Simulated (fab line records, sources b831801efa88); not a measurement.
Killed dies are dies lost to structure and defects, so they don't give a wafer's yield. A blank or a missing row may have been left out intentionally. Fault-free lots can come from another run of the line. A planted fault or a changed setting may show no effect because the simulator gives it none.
Which tool was responsible? / flow gf180mcu / 42 wafers from 14 lots sampled at 4 of the route's 602 steps

== WHAT THE GAUGES SHOWED, per wafer ==
GF_DNWELL_TW_MEAS_09. Usual: DNWELL_TW typically reads 1354, with standard deviation 17.
lot=L603; measured=day 2 19:17; on=film_metro-04; DNWELL_TW=1321 1320 1323; flag=
lot=L607; measured=day 3 16:35; on=film_metro-01; DNWELL_TW=1351 1352 1363; flag=
lot=L608; measured=day 3 22:08; on=film_metro-03; DNWELL_TW=1368 1360 1367; flag=
lot=L609; measured=day 4 01:50; on=film_metro-03; DNWELL_TW=1363 1367 1372; flag=
lot=L610; measured=day 4 08:38; on=film_metro-04; DNWELL_TW=1339 1338 1337; flag=
lot=L611; measured=day 4 15:08; on=film_metro-04; DNWELL_TW=1338 1333 1330; flag=
lot=L612; measured=day 4 17:38; on=film_metro-03; DNWELL_TW=1377 1377 1375; flag=
lot=L614; measured=day 5 04:51; on=film_metro-01; DNWELL_TW=1362 1366 1363; flag=
lot=L617; measured=day 5 21:21; on=film_metro-04; DNWELL_TW=1338 1330 1333; flag=
lot=L618; measured=day 6 03:38; on=film_metro-04; DNWELL_TW=1343 1338 1333; flag=
lot=L619; measured=day 6 07:35; on=film_metro-04; DNWELL_TW=1327 1330 1333; flag=
lot=L624; measured=day 7 10:12; on=film_metro-01; DNWELL_TW=1358 1359 1354; flag=
lot=L625; measured=day 7 15:42; on=film_metro-01; DNWELL_TW=1365 1367 1361; flag=
lot=L626; measured=day 7 21:10; on=film_metro-01; DNWELL_TW=1358 1354 1349; flag=

GF_VT_IMPLANT_OVL_MEAS_29. Usual: VT_IMPLANT_02_OVL typically reads 1.1 nm, with standard deviation 1.5.
lot=L603; measured=day 6 20:50; on=overlay-02; VT_IMPLANT_02_OVL (nm)=-1.2 1.0 -0.2; flag=
lot=L607; measured=day 8 00:44; on=overlay-01; VT_IMPLANT_02_OVL (nm)=0.7 1.8 1.0; flag=
lot=L608; measured=day 8 06:22; on=overlay-01; VT_IMPLANT_02_OVL (nm)=2.0 0.8 1.1; flag=
lot=L609; measured=day 8 12:04; on=overlay-02; VT_IMPLANT_02_OVL (nm)=0.3 -1.1 0.5; flag=
lot=L610; measured=day 8 20:02; on=overlay-02; VT_IMPLANT_02_OVL (nm)=0.7 0.8 -0.1; flag=
lot=L611; measured=day 9 02:01; on=overlay-01; VT_IMPLANT_02_OVL (nm)=1.1 -0.3 -2.9; flag=
lot=L612; measured=day 9 07:55; on=overlay-02; VT_IMPLANT_02_OVL (nm)=1.6 1.0 0.8; flag=
lot=L614; measured=day 9 21:07; on=overlay-01; VT_IMPLANT_02_OVL (nm)=2.9 2.7 5.2; flag=
lot=L617; measured=day 10 17:22; on=overlay-01; VT_IMPLANT_02_OVL (nm)=2.6 1.6 -1.6; flag=
lot=L618; measured=day 11 00:22; on=overlay-02; VT_IMPLANT_02_OVL (nm)=5.0 5.3 4.0; flag=
lot=L619; measured=day 11 05:37; on=overlay-01; VT_IMPLANT_02_OVL (nm)=0.4 -0.2 0.5; flag=
lot=L624; measured=day 12 15:37; on=overlay-01; VT_IMPLANT_02_OVL (nm)=0.8 1.4 2.8; flag=
lot=L625; measured=day 12 21:40; on=overlay-01; VT_IMPLANT_02_OVL (nm)=0.8 0.3 1.4; flag=
lot=L626; measured=day 13 05:07; on=overlay-01; VT_IMPLANT_02_OVL (nm)=-0.5 1.6 0.9; flag=

== WHICH TOOL RAN EACH LOT (tool, then ch and the chambers of the sampled wafers, then the start) ==
lot=L603; GF_MVSD_STRIP_10=plasma_asher-01 ch 0,1, day 4 10:56; GF_VT_IMPLANT_IMPLANT_08=implanter-03 ch 0, day 5 14:09
lot=L607; GF_MVSD_STRIP_10=plasma_asher-04 ch 0,1, day 5 10:39; GF_VT_IMPLANT_IMPLANT_08=implanter-01 ch 0, day 6 16:43
lot=L608; GF_MVSD_STRIP_10=plasma_asher-01 ch 0,1, day 5 16:29; GF_VT_IMPLANT_IMPLANT_08=implanter-01 ch 0, day 6 22:17
lot=L609; GF_MVSD_STRIP_10=plasma_asher-01 ch 0,1, day 5 20:59; GF_VT_IMPLANT_IMPLANT_08=implanter-01 ch 0, day 7 03:16
lot=L610; GF_MVSD_STRIP_10=plasma_asher-01 ch 0,1, day 6 03:50; GF_VT_IMPLANT_IMPLANT_08=implanter-03 ch 0, day 7 10:37
lot=L611; GF_MVSD_STRIP_10=plasma_asher-02 ch 0,1, day 6 09:50; GF_VT_IMPLANT_IMPLANT_08=implanter-03 ch 0, day 7 16:46
lot=L612; GF_MVSD_STRIP_10=plasma_asher-04 ch 0,1, day 6 13:56; GF_VT_IMPLANT_IMPLANT_08=implanter-01 ch 0, day 7 21:35
lot=L614; GF_MVSD_STRIP_10=plasma_asher-01 ch 0,1, day 7 01:22; GF_VT_IMPLANT_IMPLANT_08=implanter-03 ch 0, day 8 10:34
lot=L617; GF_MVSD_STRIP_10=plasma_asher-04 ch 0,1, day 7 19:43; GF_VT_IMPLANT_IMPLANT_08=implanter-01 ch 0, day 9 06:46
lot=L618; GF_MVSD_STRIP_10=plasma_asher-02 ch 0,1, day 8 03:01; GF_VT_IMPLANT_IMPLANT_08=implanter-03 ch 0, day 9 12:35
lot=L619; GF_MVSD_STRIP_10=plasma_asher-02 ch 0,1, day 8 08:17; GF_VT_IMPLANT_IMPLANT_08=implanter-01 ch 0, day 9 18:31
lot=L624; GF_MVSD_STRIP_10=plasma_asher-04 ch 0,1, day 9 13:19; GF_VT_IMPLANT_IMPLANT_08=implanter-03 ch 0, day 11 01:47
lot=L625; GF_MVSD_STRIP_10=plasma_asher-02 ch 0,1, day 9 19:38; GF_VT_IMPLANT_IMPLANT_08=implanter-03 ch 0, day 11 07:41
lot=L626; GF_MVSD_STRIP_10=plasma_asher-04 ch 0,1, day 10 01:26; GF_VT_IMPLANT_IMPLANT_08=implanter-03 ch 0, day 11 13:32
- GF_MVSD_STRIP_10: strips in O2/N2.
- GF_VT_IMPLANT_IMPLANT_08

== WHAT THE TOOLS THEMSELVES READ (means of the sampled wafers that have a number; where no wafer has one, the mark that the record gives instead) ==
GF_MVSD_STRIP_10. Usual: chamber_pressure_mTorr 1500.0 mTorr, standard deviation 1.3; drypump_motor_current_A 5.7 A, standard deviation 0.46; heater_power_w 298 W, standard deviation 16; oes_product_au 0.723 a.u., standard deviation 0.0043; strip_time_to_endpoint_s 37.04 s, standard deviation 0.098.
lot=L603; tool=plasma_asher-01; chamber_pressure_mTorr (mTorr)=1499.2; drypump_motor_current_A (A)=6.1; heater_power_w (W)=303; oes_product_au (a.u.)=0.720; strip_time_to_endpoint_s (s)=36.96; flag=
lot=L607; tool=plasma_asher-04; chamber_pressure_mTorr (mTorr)=1500.5; drypump_motor_current_A (A)=5.2; heater_power_w (W)=314; oes_product_au (a.u.)=0.725; strip_time_to_endpoint_s (s)=36.97; flag=
lot=L608; tool=plasma_asher-01; chamber_pressure_mTorr (mTorr)=1501.5; drypump_motor_current_A (A)=6.1; heater_power_w (W)=298; oes_product_au (a.u.)=0.723; strip_time_to_endpoint_s (s)=37.03; flag=
lot=L609; tool=plasma_asher-01; chamber_pressure_mTorr (mTorr)=1499.0; drypump_motor_current_A (A)=6.2; heater_power_w (W)=292; oes_product_au (a.u.)=0.723; strip_time_to_endpoint_s (s)=37.02; flag=
lot=L610; tool=plasma_asher-01; chamber_pressure_mTorr (mTorr)=1499.1; drypump_motor_current_A (A)=6.2; heater_power_w (W)=293; oes_product_au (a.u.)=0.721; strip_time_to_endpoint_s (s)=36.97; flag=
lot=L611; tool=plasma_asher-02; chamber_pressure_mTorr (mTorr)=1499.0; drypump_motor_current_A (A)=5.9; heater_power_w (W)=284; oes_product_au (a.u.)=0.719; strip_time_to_endpoint_s (s)=37.04; flag=
lot=L612; tool=plasma_asher-04; chamber_pressure_mTorr (mTorr)=1500.4; drypump_motor_current_A (A)=5.2; heater_power_w (W)=316; oes_product_au (a.u.)=0.729; strip_time_to_endpoint_s (s)=37.14; flag=
lot=L614; tool=plasma_asher-01; chamber_pressure_mTorr (mTorr)=1499.1; drypump_motor_current_A (A)=6.1; heater_power_w (W)=298; oes_product_au (a.u.)=0.719; strip_time_to_endpoint_s (s)=36.98; flag=
lot=L617; tool=plasma_asher-04; chamber_pressure_mTorr (mTorr)=1498.8; drypump_motor_current_A (A)=5.2; heater_power_w (W)=315; oes_product_au (a.u.)=0.718; strip_time_to_endpoint_s (s)=37.16; flag=
lot=L618; tool=plasma_asher-02; chamber_pressure_mTorr (mTorr)=1499.6; drypump_motor_current_A (A)=5.6; heater_power_w (W)=286; oes_product_au (a.u.)=0.719; strip_time_to_endpoint_s (s)=36.95; flag=
lot=L619; tool=plasma_asher-02; chamber_pressure_mTorr (mTorr)=1499.9; drypump_motor_current_A (A)=5.6; heater_power_w (W)=287; oes_product_au (a.u.)=0.721; strip_time_to_endpoint_s (s)=37.06; flag=
lot=L624; tool=plasma_asher-04; chamber_pressure_mTorr (mTorr)=1500.0; drypump_motor_current_A (A)=5.2; heater_power_w (W)=313; oes_product_au (a.u.)=0.724; strip_time_to_endpoint_s (s)=37.09; flag=
lot=L625; tool=plasma_asher-02; chamber_pressure_mTorr (mTorr)=1500.0; drypump_motor_current_A (A)=5.6; heater_power_w (W)=285; oes_product_au (a.u.)=0.724; strip_time_to_endpoint_s (s)=36.99; flag=
lot=L626; tool=plasma_asher-04; chamber_pressure_mTorr (mTorr)=1498.6; drypump_motor_current_A (A)=5.2; heater_power_w (W)=317; oes_product_au (a.u.)=0.725; strip_time_to_endpoint_s (s)=37.08; flag=

GF_VT_IMPLANT_IMPLANT_08. Usual: 8.291e+12 for dose_ions_cm2, sd 1e+10.
lot=L603 tool=implanter-03 dose_ions_cm2=8.291e+12 flag=
lot=L607 tool=implanter-01 dose_ions_cm2=8.292e+12 flag=
lot=L608 tool=implanter-01 dose_ions_cm2=8.288e+12 flag=
lot=L609 tool=implanter-01 dose_ions_cm2=8.294e+12 flag=
lot=L610 tool=implanter-03 dose_ions_cm2=8.304e+12 flag=
lot=L611 tool=implanter-03 dose_ions_cm2=8.285e+12 flag=
lot=L612 tool=implanter-01 dose_ions_cm2=8.293e+12 flag=
lot=L614 tool=implanter-03 dose_ions_cm2=8.297e+12 flag=
lot=L617 tool=implanter-01 dose_ions_cm2=8.669e+12 flag=OFF
lot=L618 tool=implanter-03 dose_ions_cm2=8.292e+12 flag=
lot=L619 tool=implanter-01 dose_ions_cm2=8.667e+12 flag=OFF
lot=L624 tool=implanter-03 dose_ions_cm2=8.285e+12 flag=
lot=L625 tool=implanter-03 dose_ions_cm2=8.297e+12 flag=
lot=L626 tool=implanter-03 dose_ions_cm2=8.295e+12 flag=

== THE ANSWER, worked out from the rows above alone ==
Rule: a lot counts as off when the mean over its wafers that have a number is more than 3 standard deviations away from the usual mean. Also off: a lot with no number at a reading for which 4 or more lots have one. All remaining lots with rows at the step are treated as sound. First the gauges in route order, then the tools' own readings, where a lot's mean is used as printed above. The first step at which some lot is off is used, and at that step the reading that is off furthest; a lot without a number counts as furthest.
Off: L617, L619 (GF_VT_IMPLANT_IMPLANT_08, dose_ions_cm2).
If a tool, at that step or one of the process steps before it, ran each lot that is off and ran no sound lot following the first of them, it fits. One fits: GF_VT_IMPLANT_IMPLANT_08 on implanter-01. A fault onset in the window from L612 (day 7 21:35, its last sound lot) to L617 (day 9 06:46, its first lot off) fits.
The tool's own readings at GF_VT_IMPLANT_IMPLANT_08 bear it out: on the lots that are off they differ by more than 5 times the standard deviation of the sound lots' means. dose_ions_cm2 reads 8.668e+12 there against 8.293e+12 on the sound lots.

== WHAT THE SIMULATOR PUT IN ==
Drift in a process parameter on implanter-01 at GF_VT_IMPLANT_IMPLANT_08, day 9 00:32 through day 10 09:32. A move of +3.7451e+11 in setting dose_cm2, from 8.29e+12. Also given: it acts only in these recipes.
Struck lots among those shown: L617, L619. The rule above found the same.
